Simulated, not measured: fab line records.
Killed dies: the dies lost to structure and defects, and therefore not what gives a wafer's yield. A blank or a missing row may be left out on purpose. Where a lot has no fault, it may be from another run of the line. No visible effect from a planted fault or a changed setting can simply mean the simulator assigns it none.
fab line records + flow sky130
record
- lots=6
- wafers=18
- lastDay=49
route steps=708 shown VIA1@467
lots that met no fault: taken from a fault-free run of the same line
startH: start of the lot's first displayed wafer, in hours after the record's first day + waitH: hours since the lot's step before + " same as the row above + L1.1+2: several wafers, shown together as one row + - no value, or no start was given + * or withheld: withheld + < > ~ a bound
route shown NAME@n: names a module that has steps shown in the file, with the first one's number in the route + usual: the fault-free wafers' mean and standard deviation + same: alike in all rows + chamber/n: place in a boat + sites: per-site readings + _std_site: the values' standard deviation + _edge_site: the outer-site mean with the inner-site mean subtracted + radiusMm: how far each site lies from the wafer's centre + mask NAME#n: copy n + behind: tool/chamber where the wafer was last shaped + hold: why the lot was held/for how many hours/how that ended + device: names the non-switching transistor (n, p or np) + end of line: the tests these same wafers got at the end of their route + for a step that has no rows: nothing shown but its recipe + killed: at the first sort, the dies lost to defects and structure; wafer yield is something else + map: dies across one wafer; x = killed, . = not, _ = none there
set.NAME: setting as actually run; set.NAME@STEP: the setting as run at that earlier step + model.NAME: the simulator's own value behind a step, which no gauge read
lots at some steps of the route; a table a step, a row a wafer
services: the hour from which a tool's chamber was out of use, counted from the record's first day as startH (under 0 if before that day), plus the number of hours and why
## steps
# step SKY_VIA1_EXPOSE_09
# recipe
- maskId=VIM
- na=0.8
- sourceShape=annular
- sigmaInner=0.55
- sigmaOuter=0.85
- targetCdNm=150
- doseMj=38
# step SKY_VIA1_PEB_10
# recipe
- pebTempC=withheld
- pebTimeS=withheld
- resist=KrF-thick
# step SKY_VIA1_DEVELOP_11
# recipe
- developTimeS=60
- resist=KrF-thick
- devTempC=21
# step SKY_VIA1_CD_MEAS_12
# recipe
- targetCdNm=150
# usual
- cdNm=149.6/1.5
| lot.wafer | tool     | chamber | startH | waitH | cdNm  |
|-----------|----------|---------|--------|-------|-------|
| L926.1    | cdSem-02 | -       | 845.36 | -     | 148.4 |
| L926.3    | "        | -       | "      | "     | 146.8 |
| L926.4    | "        | -       | "      | "     | 148.8 |
| L929.1    | cdSem-02 | -       | 877.24 | -     | 149.6 |
| L929.3    | "        | -       | "      | "     | 148.5 |
| L929.5    | "        | -       | "      | "     | 148.5 |
| L932.4    | cdSem-01 | -       | 893.15 | -     | 150.5 |
| L932.5    | "        | -       | "      | "     | 148.8 |
| L932.6    | "        | -       | "      | "     | 148.9 |
| L933.2    | cdSem-01 | -       | 901.29 | -     | 150.0 |
| L933.3    | "        | -       | "      | "     | 150.5 |
| L933.6    | "        | -       | "      | "     | 151.6 |
| L936.2    | cdSem-02 | -       | 924.19 | -     | 148.8 |
| L936.5    | "        | -       | "      | "     | 148.6 |
| L936.6    | "        | -       | "      | "     | 147.9 |
| L937.3    | cdSem-01 | -       | 932.40 | -     | 149.0 |
| L937.4    | "        | -       | "      | "     | 150.1 |
| L937.5    | "        | -       | "      | "     | 150.4 |
# step SKY_VIA1_OVL_MEAS_13
# usual
- VIA1_OVL=0/5.8
| lot.wafer | tool       | chamber | startH | waitH | VIA1_OVL[nm] |
|-----------|------------|---------|--------|-------|--------------|
| L926.1    | overlay-01 | -       | 845.48 | 0.1   | 2            |
| L926.3    | "          | -       | "      | "     | 6            |
| L926.4    | "          | -       | "      | "     | 8            |
| L929.1    | overlay-02 | -       | 877.36 | 0.1   | -9           |
| L929.3    | "          | -       | "      | "     | -8           |
| L929.5    | "          | -       | "      | "     | -5           |
| L932.4    | overlay-02 | -       | 893.23 | 0.1   | -3           |
| L932.5    | "          | -       | "      | "     | -7           |
| L932.6    | "          | -       | "      | "     | -9           |
| L933.2    | overlay-01 | -       | 901.40 | 0.1   | -1           |
| L933.3    | "          | -       | "      | "     | 2            |
| L933.6    | "          | -       | "      | "     | 2            |
| L936.2    | overlay-01 | -       | 924.30 | 0.1   | 8            |
| L936.5    | "          | -       | "      | "     | 3            |
| L936.6    | "          | -       | "      | "     | 8            |
| L937.3    | overlay-01 | -       | 932.49 | 0.1   | -4           |
| L937.4    | "          | -       | "      | "     | -4           |
| L937.5    | "          | -       | "      | "     | -6           |
# step SKY_VIA1_ETCH_14
# recipe
- chemistry=N2/H2
- target=BARC
- ionEnergyEv=200
- sourceW=500
- biasW=100
- pressureMtorr=30
- n2FlowSccm=100
- h2FlowSccm=200
- stopOn=SiO2
- timeS=45.9
- targetDepthA=600
# usual
- biasW=100.03/0.3
- chamberPressureMTorr=30.00/0.031
- drypumpMotorCurrentA=5.7/0.59
- oesProductAu=0.854/0.0049
- throttleValvePct=13.224/0.0096
| lot.wafer | tool       | chamber | startH | waitH | biasW  | chamberPressureMTorr | drypumpMotorCurrentA | oesProductAu | rfHoursCounterH | throttleValvePct |
|-----------|------------|---------|--------|-------|--------|----------------------|----------------------|--------------|-----------------|------------------|
| L926.1    | rieDiel-03 | 1       | 845.52 | 0.0   | 100.14 | 30.01                | 5.3                  | 0.848        | 7               | 13.226           |
| L926.3    | "          | 2       | "      | "     | 100.21 | 30.01                | 5.1                  | 0.862        | 10              | 13.241           |
| L926.4    | "          | 3       | "      | "     | 99.59  | 30.02                | 6.7                  | 0.866        | 16              | 13.221           |
| L929.1    | rieDiel-04 | 3       | 877.39 | 0.0   | 100.51 | 30.05                | 6.0                  | 0.846        | 1               | 13.220           |
| L929.3    | "          | 2       | "      | "     | 100.01 | 30.01                | 6.5                  | 0.842        | 14              | 13.218           |
| L929.5    | "          | 3       | "      | "     | 100.75 | 30.02                | 6.1                  | 0.850        | -               | 13.240           |
| L932.4    | rieDiel-02 | 2       | 893.26 | 0.0   | 99.80  | 29.95                | 5.2                  | 0.861        | -               | 13.215           |
| L932.5    | "          | 0       | "      | "     | 99.34  | 29.97                | 5.0                  | 0.856        | -               | 13.222           |
| L932.6    | "          | 3       | "      | "     | 100.73 | 30.01                | 5.9                  | 0.852        | -               | 13.204           |
| L933.2    | rieDiel-02 | 3       | 901.43 | 0.0   | 100.24 | 29.98                | 5.9                  | 0.854        | 9               | 13.224           |
| L933.3    | "          | 0       | "      | "     | 100.13 | 29.96                | 5.0                  | 0.851        | 13              | 13.209           |
| L933.6    | "          | 3       | "      | "     | 99.82  | 29.99                | 5.9                  | 0.854        | -               | 13.237           |
| L936.2    | rieDiel-04 | 2       | 924.33 | 0.0   | 100.17 | 30.01                | 6.5                  | 0.852        | 15              | 13.220           |
| L936.5    | "          | 3       | "      | "     | 100.51 | 29.98                | 6.1                  | 0.857        | -               | 13.229           |
| L936.6    | "          | 2       | "      | "     | 100.04 | 29.97                | 6.5                  | 0.855        | -               | 13.227           |
| L937.3    | rieDiel-04 | 1       | 932.52 | 0.0   | 99.63  | 30.00                | 5.1                  | 0.859        | 17              | 13.234           |
| L937.4    | "          | 2       | "      | "     | 100.03 | 30.05                | 6.5                  | 0.851        | 16              | 13.221           |
| L937.5    | "          | 0       | "      | "     | 99.91  | 30.00                | 6.1                  | 0.861        | -               | 13.217           |
# step SKY_VIA1_ETCH_15
# recipe
- target=SiO2
- chemistry=C4F8/O2/Ar
- targetDepthNm=351
- stopOn=TiN
- maskMaterial=KrF-thick
- sourceW=1500
- biasW=1200
- pressureMtorr=40
- c4f8FlowSccm=withheld
- O2_flow_sccm=6
- Ar_flow_sccm=300
- timeS=54
# usual
- biasW=1200/3.8
- chamberPressureMTorr=40.00/0.04
- oesProductAu=0.981/0.0053
| lot.wafer | tool       | chamber | startH | waitH | biasW | chamberPressureMTorr | oesProductAu | rfHoursCounterH |
|-----------|------------|---------|--------|-------|-------|----------------------|--------------|-----------------|
| L926.1    | rieDiel-03 | 1       | 845.56 | 0.0   | 1194  | 40.06                | 0.974        | 7               |
| L926.3    | "          | 2       | "      | "     | 1208  | 39.96                | 0.974        | 10              |
| L926.4    | "          | 3       | "      | "     | 1197  | 39.99                | 0.980        | 16              |
| L929.1    | rieDiel-04 | 3       | 877.44 | 0.0   | 1201  | 39.93                | 0.983        | 1               |
| L929.3    | "          | 2       | "      | "     | 1200  | 40.01                | 0.970        | 14              |
| L929.5    | "          | 3       | "      | "     | 1201  | 39.97                | 0.986        | -               |
| L932.4    | rieDiel-02 | 2       | 893.31 | 0.0   | 1203  | 40.01                | 0.975        | -               |
| L932.5    | "          | 0       | "      | "     | 1199  | 39.97                | 0.977        | -               |
| L932.6    | "          | 3       | "      | "     | 1203  | 39.92                | 0.985        | -               |
| L933.2    | rieDiel-02 | 3       | 901.47 | 0.0   | 1200  | 40.06                | 0.980        | 9               |
| L933.3    | "          | 0       | "      | "     | 1202  | 40.01                | 0.983        | 13              |
| L933.6    | "          | 3       | "      | "     | 1201  | 39.96                | 0.979        | -               |
| L936.2    | rieDiel-04 | 2       | 924.37 | 0.0   | 1202  | 40.00                | 0.987        | 15              |
| L936.5    | "          | 3       | "      | "     | 1203  | 40.05                | 0.984        | -               |
| L936.6    | "          | 2       | "      | "     | 1196  | 40.00                | 0.983        | -               |
| L937.3    | rieDiel-04 | 1       | 932.56 | 0.0   | 1206  | 40.01                | 0.977        | 17              |
| L937.4    | "          | 2       | "      | "     | 1204  | 39.96                | 0.975        | 16              |
| L937.5    | "          | 0       | "      | "     | 1197  | 39.94                | 0.979        | -               |
# step SKY_VIA1_STRIP_16
# recipe
- chemistry=O2/N2
- powerW=1400
- pressureMtorr=1500
- platenTempC=withheld
- o2FlowSccm=3000
- n2FlowSccm=300
- overashFraction=0.5
# usual
- chamberPressureMTorr=1500.0/1.3
- drypumpMotorCurrentA=5.5/0.34
- oesProductAu=0.416/0.0053
- stripTimeToEndpointS=4.458/0.018
| lot.wafer | tool           | chamber | startH | waitH | chamberPressureMTorr | drypumpMotorCurrentA | oesProductAu | rfHoursCounterH | stripTimeToEndpointS |
|-----------|----------------|---------|--------|-------|----------------------|----------------------|--------------|-----------------|----------------------|
| L926.1    | plasmaAsher-02 | 1       | 845.60 | 0.0   | 1498.9               | 5.3                  | 0.417        | 11              | 4.490                |
| L926.3    | "              | 1       | "      | "     | 1497.8               | 5.4                  | 0.425        | -               | 4.483                |
| L926.4    | "              | 0       | "      | "     | 1501.0               | 5.3                  | 0.424        | -               | 4.502                |
| L929.1    | plasmaAsher-01 | 0       | 877.48 | 0.0   | 1499.8               | 6.1                  | 0.419        | 74              | 4.466                |
| L929.3    | "              | 0       | "      | "     | 1499.6               | 6.1                  | 0.405        | -               | 4.457                |
| L929.5    | "              | 1       | "      | "     | 1499.9               | 5.9                  | 0.420        | -               | 4.490                |
| L932.4    | plasmaAsher-04 | 0       | 893.37 | 0.0   | 1499.8               | 5.4                  | 0.419        | -               | 4.455                |
| L932.5    | "              | 0       | "      | "     | 1501.5               | 5.5                  | 0.413        | -               | 4.459                |
| L932.6    | "              | 1       | "      | "     | 1500.2               | 4.9                  | 0.420        | -               | 4.457                |
| L933.2    | plasmaAsher-02 | 0       | 901.52 | 0.0   | 1500.4               | 5.3                  | 0.416        | 16              | 4.434                |
| L933.3    | "              | 0       | "      | "     | 1497.9               | 5.3                  | 0.412        | -               | 4.469                |
| L933.6    | "              | 1       | "      | "     | 1499.6               | 5.4                  | 0.411        | -               | 4.470                |
| L936.2    | plasmaAsher-02 | 0       | 924.42 | 0.0   | 1502.6               | 5.3                  | 0.421        | 19              | 4.441                |
| L936.5    | "              | 0       | "      | "     | 1501.0               | 5.3                  | 0.395        | -               | 4.457                |
| L936.6    | "              | 1       | "      | "     | 1499.7               | 5.3                  | 0.410        | -               | 4.444                |
| L937.3    | plasmaAsher-01 | 1       | 932.64 | 0.1   | 1501.2               | 5.9                  | 0.412        | -               | 4.447                |
| L937.4    | "              | 0       | "      | "     | 1498.9               | 6.0                  | 0.427        | -               | 4.434                |
| L937.5    | "              | 1       | "      | "     | 1501.1               | 5.9                  | 0.412        | -               | 4.447                |
# step SKY_VIA1_STRIP_17
# recipe
- chemistry=postEtchResidueRemover
- timeS=1200
- tempC=72.5
# step SKY_VIA1_CLEAN_18
# recipe
- chemistry=IPA
- timeS=180
- tempC=25
# step SKY_VIA1_CLEAN_19
# recipe
- chemistry=O3/DIW
- dry=n2Spin
# step SKY_VIA1_SPUTTER_20
# recipe
- material=TiN
- targetThkNm=20
- chamberPressurePa=5
- powerW=4000
- timeS=80
# usual
- throttleValvePct=29.5/0.84
| lot.wafer | tool          | chamber | startH | waitH | throttleValvePct |
|-----------|---------------|---------|--------|-------|------------------|
| L926.1    | pvdSputter-03 | -       | 846.20 | 0.0   | 27.9             |
| L926.3    | "             | -       | "      | "     | 28.6             |
| L926.4    | "             | -       | "      | "     | 30.3             |
| L929.1    | pvdSputter-04 | -       | 878.07 | 0.0   | 29.5             |
| L929.3    | "             | -       | "      | "     | 31.1             |
| L929.5    | "             | -       | "      | "     | 30.9             |
| L932.4    | pvdSputter-03 | -       | 893.92 | 0.0   | 29.0             |
| L932.5    | "             | -       | "      | "     | 30.0             |
| L932.6    | "             | -       | "      | "     | 27.8             |
| L933.2    | pvdSputter-03 | -       | 902.11 | 0.0   | 28.7             |
| L933.3    | "             | -       | "      | "     | 29.9             |
| L933.6    | "             | -       | "      | "     | 29.7             |
| L936.2    | pvdSputter-01 | -       | 925.01 | 0.0   | 30.0             |
| L936.5    | "             | -       | "      | "     | 29.5             |
| L936.6    | "             | -       | "      | "     | 29.9             |
| L937.3    | pvdSputter-03 | -       | 933.26 | 0.0   | 29.0             |
| L937.4    | "             | -       | "      | "     | 29.8             |
| L937.5    | "             | -       | "      | "     | 30.1             |
# step SKY_VIA1_CVD_21
# recipe
- material=W
- targetThkNm=270
- timeS=80.902
- tempC=400
- pressureTorr=40
# usual
- chamberPressureTorr=39.98/0.095
- heaterPowerW=871/63
| lot.wafer | tool    | chamber | startH | waitH | chamberPressureTorr | heaterPowerW | sinceWetCleanH | model.W_of_VIA1_CVD_21.thkNm |
|-----------|---------|---------|--------|-------|---------------------|--------------|----------------|------------------------------|
| L926.1    | cvdW-01 | 0       | 846.27 | 0.0   | 39.98               | 887          | 942            | 270.6                        |
| L926.3    | "       | 0       | "      | "     | 40.10               | 883          | -              | 269.2                        |
| L926.4    | "       | 1       | "      | "     | 39.80               | 814          | -              | 270.6                        |
| L929.1    | cvdW-02 | 1       | 878.14 | 0.0   | 39.96               | 928          | 474            | 273                          |
| L929.3    | "       | 0       | "      | "     | 40.00               | 961          | -              | 276.6                        |
| L929.5    | "       | 0       | "      | "     | 40.00               | 941          | -              | 271.9                        |
| L932.4    | cvdW-01 | 1       | 894.02 | 0.1   | 40.09               | 785          | -              | 271.4                        |
| L932.5    | "       | 1       | "      | "     | 40.06               | 780          | -              | 272.8                        |
| L932.6    | "       | 0       | "      | "     | 42.36               | 896          | -              | 278.9                        |
| L933.2    | cvdW-01 | 0       | 902.17 | 0.0   | 42.33               | 883          | 998            | 276.8                        |
| L933.3    | "       | 1       | "      | "     | 39.88               | 786          | -              | 270.1                        |
| L933.6    | "       | 0       | "      | "     | 42.41               | 885          | -              | 278.5                        |
| L936.2    | cvdW-02 | 0       | 925.07 | 0.0   | 39.98               | 954          | 521            | 270.2                        |
| L936.5    | "       | 0       | "      | "     | 39.91               | 949          | -              | 269.4                        |
| L936.6    | "       | 1       | "      | "     | 40.12               | 917          | -              | 270.8                        |
| L937.3    | cvdW-02 | 1       | 933.35 | 0.1   | 40.01               | 900          | -              | 272.7                        |
| L937.4    | "       | 0       | "      | "     | 39.94               | 959          | -              | 272.1                        |
| L937.5    | "       | 1       | "      | "     | 39.99               | 921          | -              | 272.8                        |
# step SKY_VIA1_RS_MEAS_22
# recipe
- thkMeasGauge=four-point-probe
- reads=W_of_VIA1_CVD_21+TiN_of_VIA1_SPUTTER_20
# usual
- VIA1_W_RS=0.425/0.004
| lot.wafer | tool         | chamber | startH | waitH | VIA1_W_RS[ohm/sq] |
|-----------|--------------|---------|--------|-------|-------------------|
| L926.1    | filmMetro-04 | -       | 846.36 | 0.1   | 0.425             |
| L926.3    | "            | -       | "      | "     | 0.427             |
| L926.4    | "            | -       | "      | "     | 0.425             |
| L929.1    | filmMetro-03 | -       | 878.23 | 0.1   | 0.422             |
| L929.3    | "            | -       | "      | "     | 0.416             |
| L929.5    | "            | -       | "      | "     | 0.425             |
| L932.4    | filmMetro-04 | -       | 894.14 | 0.1   | 0.423             |
| L932.5    | "            | -       | "      | "     | 0.422             |
| L932.6    | "            | -       | "      | "     | 0.412             |
| L933.2    | filmMetro-03 | -       | 902.28 | 0.1   | 0.417             |
| L933.3    | "            | -       | "      | "     | 0.426             |
| L933.6    | "            | -       | "      | "     | 0.413             |
| L936.2    | filmMetro-03 | -       | 925.18 | 0.1   | 0.427             |
| L936.5    | "            | -       | "      | "     | 0.428             |
| L936.6    | "            | -       | "      | "     | 0.425             |
| L937.3    | filmMetro-03 | -       | 933.45 | 0.1   | 0.423             |
| L937.4    | "            | -       | "      | "     | 0.423             |
| L937.5    | "            | -       | "      | "     | 0.422             |
# step SKY_VIA1_THK_MEAS_23
# recipe
- thkMeasGauge=xrf
- reads=W_of_VIA1_CVD_21
# usual
- VIA1_W_THK=272/3.1
| lot.wafer | tool         | chamber | startH | waitH | VIA1_W_THK[nm] |
|-----------|--------------|---------|--------|-------|----------------|
| L926.1    | filmMetro-04 | -       | 846.48 | 0.1   | 269            |
| L926.3    | "            | -       | "      | "     | 269            |
| L926.4    | "            | -       | "      | "     | 271            |
| L929.1    | filmMetro-03 | -       | 878.35 | 0.1   | 278            |
| L929.3    | "            | -       | "      | "     | 280            |
| L929.5    | "            | -       | "      | "     | 276            |
| L932.4    | filmMetro-04 | -       | 894.23 | 0.1   | 271            |
| L932.5    | "            | -       | "      | "     | 271            |
| L932.6    | "            | -       | "      | "     | 277            |
| L933.2    | filmMetro-03 | -       | 902.39 | 0.1   | 280            |
| L933.3    | "            | -       | "      | "     | 275            |
| L933.6    | "            | -       | "      | "     | 280            |
| L936.2    | filmMetro-03 | -       | 925.29 | 0.1   | 270            |
| L936.5    | "            | -       | "      | "     | 270            |
| L936.6    | "            | -       | "      | "     | 272            |
| L937.3    | filmMetro-03 | -       | 933.55 | 0.1   | 274            |
| L937.4    | "            | -       | "      | "     | 272            |
| L937.5    | "            | -       | "      | "     | 274            |
## services
| tool           | chamber | startH | hours | kind                  |
|----------------|---------|--------|-------|-----------------------|
| plasmaAsher-02 | -       | 831.01 | 2.8   | pm                    |
| pvdSputter-03  | 3       | 835.99 | -     | consumableReplace:kit |
| pvdSputter-03  | 3       | 835.99 | 18.0  | scheduledDown         |
| pvdSputter-03  | 3       | 835.99 | 18.0  | ventCycle             |
| rieDiel-04     | -       | 848.90 | 2.8   | pm                    |
| cvdW-02        | -       | 851.43 | 3.9   | repair                |
| cvdW-02        | 1       | 865.56 | 6.6   | repair                |
| rieDiel-04     | -       | 879.80 | 0.5   | repair                |
| rieDiel-02     | 1       | 880.51 | 6.1   | repair                |
| rieDiel-02     | 1       | 886.61 | -     | clean                 |
| rieDiel-02     | 1       | 886.61 | 31.9  | scheduledDown         |
| rieDiel-02     | 1       | 886.61 | 31.9  | ventCycle             |
| rieDiel-02     | -       | 888.17 | 0.2   | repair                |
| plasmaAsher-01 | -       | 896.48 | 1.1   | repair                |
| cvdW-01        | -       | 904.00 | 14.0  | pm                    |
| cvdW-01        | 0       | 904.00 | 14.0  | ventCycle             |
| cvdW-01        | 1       | 904.00 | 14.0  | ventCycle             |
| pvdSputter-03  | -       | 911.40 | 2.3   | repair                |
| cvdW-01        | 0       | 918.00 | -     | clean                 |
| cvdW-01        | 1       | 918.00 | -     | clean                 |
| rieDiel-02     | 0       | 918.92 | 4.0   | repair                |
| rieDiel-02     | 3       | 927.72 | 2.9   | repair                |
## key
firstSign
- step=SKY_VIA1_CVD_21
- reading=chamberPressureTorr
- direction=up
- sigmas=25
- usual=39.98
- struck=42.37
effect
- step=SKY_VIA1_RS_MEAS_22
- reading=VIA1_W_RS
- direction=down
- sigmas=2.7
- usual=0.425
- struck=0.414
effect
- step=SKY_VIA1_THK_MEAS_23
- reading=VIA1_W_THK
- direction=up
- sigmas=2.4
- usual=272
- struck=279
modelEffect
- step=SKY_VIA1_CVD_21
- value=W_of_VIA1_CVD_21.thkNm
- without=270.4
- struck=278
metAt SKY_VIA1_CVD_21
struckWafers L932.6,L933.2,L933.6
onsetBetween 846.27 894.02
fault
- kind=processParameterDrift
- tool=cvdW-01
- chamber=0
- onsetH=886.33
- steps=SKY_VIA1_CVD_21
- channel=pressureTorr
- offset=2.3091
- shape=step
- endH=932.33
- actsIn=theseRecipesOnly
- stated=40
